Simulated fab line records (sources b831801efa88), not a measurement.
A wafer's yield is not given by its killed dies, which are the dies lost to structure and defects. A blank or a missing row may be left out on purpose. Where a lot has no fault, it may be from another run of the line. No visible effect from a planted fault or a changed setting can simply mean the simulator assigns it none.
A struck lot beside a sound one ; flow gf180mcu ; 24 out of 602 route steps
Sound: the wafers L782.2, L782.3, L782.4. Struck: wafer L794.1. (L794.2, L794.4 of the same lot were not struck and are left out.) The cause comes at the end.
For every step that has rows: the tool of each side, followed by ch and its chambers, followed by its first start. Under that, the readings that differ: sound wafers ; struck wafers ; difference of the means ; sigmas: that difference in standard deviations of wafers without a fault.
alike: readings with means less than 2 such deviations apart, plus words and numbers identical on both sides. not compared: withheld readings, readings lacking a value on some wafer, bounds such as >300 that could conceal the same value, and numbers that have no deviation in the record and whose values overlap.
The two part at a step that has a row with sigmas, a row that says differs or no value, or rows on one side only. Numbers that have no deviation but don't overlap get no sigmas and don't part them. Lack of a reading on every wafer of one side parts them only where that side has two or more wafers.

GF_PSD_OVL_MEAS_08:
  struck on overlay-02, day 20 22:46; sound on overlay-01, day 16 18:44
reading;sound;struck;difference;sigmas
PSD_OVL (nm);-1.2 0.3 -1.1;3.0;+3.7;+2
then, 1 step without rows for these wafers: GF_PSD_IMPLANT_09.
GF_PSD_STRIP_10: strips in O2/N2.
  sound on plasma_asher-02 ch 0,1, day 16 18:55; struck on plasma_asher-01 ch 0, day 20 22:58
reading;sound;struck;difference;sigmas
oes_product_au (a.u.);0.594 0.596 0.600;0.585;-0.012;-2
  alike: chamber_pressure_mTorr, drypump_motor_current_A, heater_power_w, strip_time_to_endpoint_s
  not compared: rf_hours_counter_h
GF_PSD_TW_MEAS_11:
  struck on film_metro-02, day 20 23:04; sound on film_metro-01, day 16 19:02
  alike: PSD_TW
then, 1 step without rows for these wafers: GF_PSD_CLEAN_12 (cleans in SC1/SC2, time 150 s).
GF_PSD_RTA_13: time 20 s.
  sound on rtp_anneal-02 ch 0, day 16 19:09; struck on rtp_anneal-02 ch 0, day 20 23:13
  alike: lamp_power_pct, wafer_temp_C_max
GF_PSD_RS_MEAS_14: measures by four-point-probe.
  struck on film_metro-01, day 20 23:18; sound on film_metro-01, day 16 19:14
  alike: NSD_RS
GF_PSD_RS_MEAS_15: measures by four-point-probe.
  struck on film_metro-01, day 20 23:25; sound on film_metro-01, day 16 19:22
  alike: PSD_RS
GF_SAB_CVD_00: deposits SiO2 from TEOS, target thk 50 nm, time 4.9302 s.
  sound on pecvd-01 ch 1,2, day 16 19:28; struck on pecvd-03 ch 2, day 20 23:32
  alike: heater_power_w, susceptor_temp_C
GF_SAB_THK_MEAS_01:
  struck on film_metro-01, day 20 23:36; sound on film_metro-02, day 16 19:29
  alike: SAB_CVD_00_THK
then, 2 steps without rows for these wafers: GF_SAB_DEHYDRATE_02 (time 60 s); GF_SAB_HMDS_03 (prime time 60 s).
GF_SAB_COAT_04: resist thk 1000 nm.
  sound on litho_track-03 ch 0, day 17 06:08; struck on litho_track-03 ch 0, day 21 10:28
reading;sound;struck;difference;sigmas
model.NOVOLAK_of_SAB_COAT_04.thk_nm (nm);999.4 1001 1001;1040;+40;
then, 4 steps without rows for these wafers: GF_SAB_SOFTBAKE_05 (time 60 s); GF_SAB_EXPOSE_06 (exposes mask SAB, target cd 420 nm); GF_SAB_PEB_07; GF_SAB_DEVELOP_08 (develop time 60 s).
GF_SAB_CD_MEAS_09: the cd target is 420 nm.
  struck on cd_sem-02, day 21 23:15; sound on cd_sem-01, day 17 17:59
reading;sound;struck;difference;sigmas
cd_nm (nm);417.3 419.0 416.3;427.6;+10.1;+5
GF_SAB_OVL_MEAS_10:
  struck on overlay-01, day 21 23:22; sound on overlay-02, day 17 18:05
  alike: SAB_OVL
GF_SAB_ETCH_11: etches SiO2 in C4F8/O2/Ar, target depth 55 nm, time 8.5 s.
  sound on rie_diel-04 ch 1,3, day 17 18:07; struck on rie_diel-01 ch 3, day 21 23:24
reading;sound;struck;difference;sigmas
model.NOVOLAK_of_SAB_COAT_04.thk_nm (nm);988 989.8 989.4;1028;+39;
model.SAB.cd_nm (nm);417.6 419.4 416.7;427.6;+9.7;
  alike: chamber_pressure_mTorr, oes_product_au
  not compared: rf_hours_counter_h
then, 1 step without rows for these wafers: GF_SAB_WET_ETCH_12 (etches SiO2 in dHF, target depth 22 nm, time 440 s).
GF_SAB_STRIP_13: strips in O2/N2.
  sound on plasma_asher-03 ch 0,1, day 17 18:18; struck on plasma_asher-03 ch 0, day 21 23:41
reading;sound;struck;difference;sigmas
strip_time_to_endpoint_s (s);12.61 12.62 12.62;13.00;+0.38;+10
  alike: chamber_pressure_mTorr, drypump_motor_current_A, heater_power_w, oes_product_au
  not compared: rf_hours_counter_h
then, 1 step without rows for these wafers: GF_SALICIDE_CLEAN_00 (cleans in SC1/SC2, time 150 s).
GF_PASSIVATION_PROBE_99:
  sound wafers here have rows in the record (prober-02, day 31 08:58); struck ones have none

WHERE THEY PART
Last at GF_PASSIVATION_PROBE_99 as far as this record goes, first at GF_PSD_OVL_MEAS_08.

WHY: whatever the simulator had introduced
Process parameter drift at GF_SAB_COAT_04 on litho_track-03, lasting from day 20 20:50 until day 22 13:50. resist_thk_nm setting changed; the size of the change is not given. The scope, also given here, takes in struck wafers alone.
